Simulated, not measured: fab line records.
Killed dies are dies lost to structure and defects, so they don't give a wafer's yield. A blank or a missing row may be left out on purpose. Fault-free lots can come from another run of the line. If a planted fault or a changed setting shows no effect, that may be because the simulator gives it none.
Shared-tool check || flow sky130 || 10 lots, 30 wafers sampled

## THE REASON FOR OPENING IT
1 of 10 lots carry a flag on the reading DNWELL_TW at SKY_DNWELL_TW_MEAS_09. Fault-free wafers read 1121, with a standard deviation of 8.
Rule: flag the lot when none of its wafers has a number, or when each of its wafers that has one lies beyond 4 standard deviations from that mean. The rest of the lots are taken to be sound.

{"lot": "L657", "measured": "day 3 11:02", "on": "filmMetro-04", "DNWELL_TW, wafer by wafer": "1116 1118 1125", "flag": ""}
{"lot": "L662", "measured": "day 4 14:32", "on": "filmMetro-04", "DNWELL_TW, wafer by wafer": "1125 1125 1120", "flag": ""}
{"lot": "L663", "measured": "day 4 16:08", "on": "filmMetro-04", "DNWELL_TW, wafer by wafer": "1120 1119 1130", "flag": ""}
{"lot": "L666", "measured": "day 5 08:41", "on": "filmMetro-04", "DNWELL_TW, wafer by wafer": "1120 1117 1121", "flag": ""}
{"lot": "L669", "measured": "day 5 20:36", "on": "filmMetro-04", "DNWELL_TW, wafer by wafer": "30 30 30", "flag": "FLAGGED"}
{"lot": "L671", "measured": "day 6 11:35", "on": "filmMetro-03", "DNWELL_TW, wafer by wafer": "1124 1114 1123", "flag": ""}
{"lot": "L673", "measured": "day 6 22:14", "on": "filmMetro-03", "DNWELL_TW, wafer by wafer": "1117 1117 1118", "flag": ""}
{"lot": "L675", "measured": "day 7 06:33", "on": "filmMetro-04", "DNWELL_TW, wafer by wafer": "1127 1127 1127", "flag": ""}
{"lot": "L676", "measured": "day 7 13:56", "on": "filmMetro-03", "DNWELL_TW, wafer by wafer": "1119 1111 1117", "flag": ""}
{"lot": "L680", "measured": "day 8 08:25", "on": "filmMetro-04", "DNWELL_TW, wafer by wafer": "1115 1109 1115", "flag": ""}
The numbers of the flagged lots are 30 on average: -1091 against the usual, or -99 or more standard deviations.

## TOOL THAT RAN EACH LOT
Before the reading, the record contains 2 process steps out of a 708-step route. Read each cell as the tool, then ch plus the chambers that the sampled wafers visited, then the start.
{"lot": "L657", "flag": "", "SKY_FIELD_ISO_CMP_27": "cmp-02 ch 0,1,2, day 2 14:10", "SKY_DNWELL_EXPOSE_04": "ilineStepper-02 ch 0, day 3 03:44"}
{"lot": "L662", "flag": "", "SKY_FIELD_ISO_CMP_27": "cmp-01 ch 0,3, day 3 18:00", "SKY_DNWELL_EXPOSE_04": "ilineStepper-01 ch 0, day 4 05:38"}
{"lot": "L663", "flag": "", "SKY_FIELD_ISO_CMP_27": "cmp-01 ch 0,3, day 3 20:29", "SKY_DNWELL_EXPOSE_04": "ilineStepper-02 ch 0, day 4 07:37"}
{"lot": "L666", "flag": "", "SKY_FIELD_ISO_CMP_27": "cmp-02 ch 0,1,3, day 4 12:12", "SKY_DNWELL_EXPOSE_04": "ilineStepper-01 ch 0, day 4 23:19"}
{"lot": "L669", "flag": "FLAGGED", "SKY_FIELD_ISO_CMP_27": "cmp-02 ch 0,1,3, day 5 00:13", "SKY_DNWELL_EXPOSE_04": "ilineStepper-01 ch 0, day 5 11:51"}
{"lot": "L671", "flag": "", "SKY_FIELD_ISO_CMP_27": "cmp-01 ch 0,1,3, day 5 13:47", "SKY_DNWELL_EXPOSE_04": "ilineStepper-01 ch 0, day 6 02:45"}
{"lot": "L673", "flag": "", "SKY_FIELD_ISO_CMP_27": "cmp-01 ch 0,1,2, day 5 22:28", "SKY_DNWELL_EXPOSE_04": "ilineStepper-01 ch 0, day 6 11:59"}
{"lot": "L675", "flag": "", "SKY_FIELD_ISO_CMP_27": "cmp-02 ch 0,1,3, day 6 09:05", "SKY_DNWELL_EXPOSE_04": "ilineStepper-01 ch 0, day 6 21:29"}
{"lot": "L676", "flag": "", "SKY_FIELD_ISO_CMP_27": "cmp-02 ch 0,1,2, day 6 14:11", "SKY_DNWELL_EXPOSE_04": "ilineStepper-02 ch 0, day 7 03:37"}
{"lot": "L680", "flag": "", "SKY_FIELD_ISO_CMP_27": "cmp-02 ch 2,3, day 7 09:49", "SKY_DNWELL_EXPOSE_04": "ilineStepper-01 ch 0, day 7 22:21"}
What these steps do:
- SKY_FIELD_ISO_CMP_27: polishes, stops on Si3N4, t overpolish 16 s, target thk 457.8 nm.
- SKY_DNWELL_EXPOSE_04: exposes mask DNM, target cd 3000 nm.
- SKY_DNWELL_TW_MEAS_09

## FLAGGED AGAINST TOTAL, ONE TOOL AT A TIME (gauges that did the reading follow at the end)
{"step": "SKY_FIELD_ISO_CMP_27", "tool": "cmp-01", "lots run": 4, "flagged": 0, "share of the flagged lots": "none", "sound lots run after its first flagged lot": "-"}
{"step": "SKY_FIELD_ISO_CMP_27", "tool": "cmp-02", "lots run": 6, "flagged": 1, "share of the flagged lots": "all", "sound lots run after its first flagged lot": "3 (L675,L676,L680)"}
{"step": "SKY_DNWELL_EXPOSE_04", "tool": "ilineStepper-01", "lots run": 7, "flagged": 1, "share of the flagged lots": "all", "sound lots run after its first flagged lot": "4 (L671,L673,L675,L680)"}
{"step": "SKY_DNWELL_EXPOSE_04", "tool": "ilineStepper-02", "lots run": 3, "flagged": 0, "share of the flagged lots": "none", "sound lots run after its first flagged lot": "-"}
{"step": "SKY_DNWELL_TW_MEAS_09", "tool": "filmMetro-03", "lots run": 3, "flagged": 0, "share of the flagged lots": "none", "sound lots run after its first flagged lot": "-"}
{"step": "SKY_DNWELL_TW_MEAS_09", "tool": "filmMetro-04", "lots run": 7, "flagged": 1, "share of the flagged lots": "all", "sound lots run after its first flagged lot": "2 (L675,L680)"}

## WHAT THE TABLE PERMITS
Every flagged lot was run by 3 rows of the table: cmp-02 at SKY_FIELD_ISO_CMP_27, ilineStepper-01 at SKY_DNWELL_EXPOSE_04 and filmMetro-04 at SKY_DNWELL_TW_MEAS_09.
- cmp-02 at SKY_FIELD_ISO_CMP_27: 1 of its 6 lots flagged. After the first flagged lot (L675, L676, L680), sound lots still ran on it; a lasting fault on the whole tool would not permit that.
- ilineStepper-01 at SKY_DNWELL_EXPOSE_04: 1 of its 7 lots flagged. After the first flagged lot (L671, L673, L675, L680), sound lots still ran on it; a lasting fault on the whole tool would not permit that.
- filmMetro-04 at SKY_DNWELL_TW_MEAS_09: 1 of its 7 lots flagged. After the first flagged lot (L675, L680), sound lots still ran on it; a lasting fault on the whole tool would not permit that.
No row of the table ran every flagged lot and no sound lot after the first.

## WHAT THE SIMULATOR HAD INSERTED
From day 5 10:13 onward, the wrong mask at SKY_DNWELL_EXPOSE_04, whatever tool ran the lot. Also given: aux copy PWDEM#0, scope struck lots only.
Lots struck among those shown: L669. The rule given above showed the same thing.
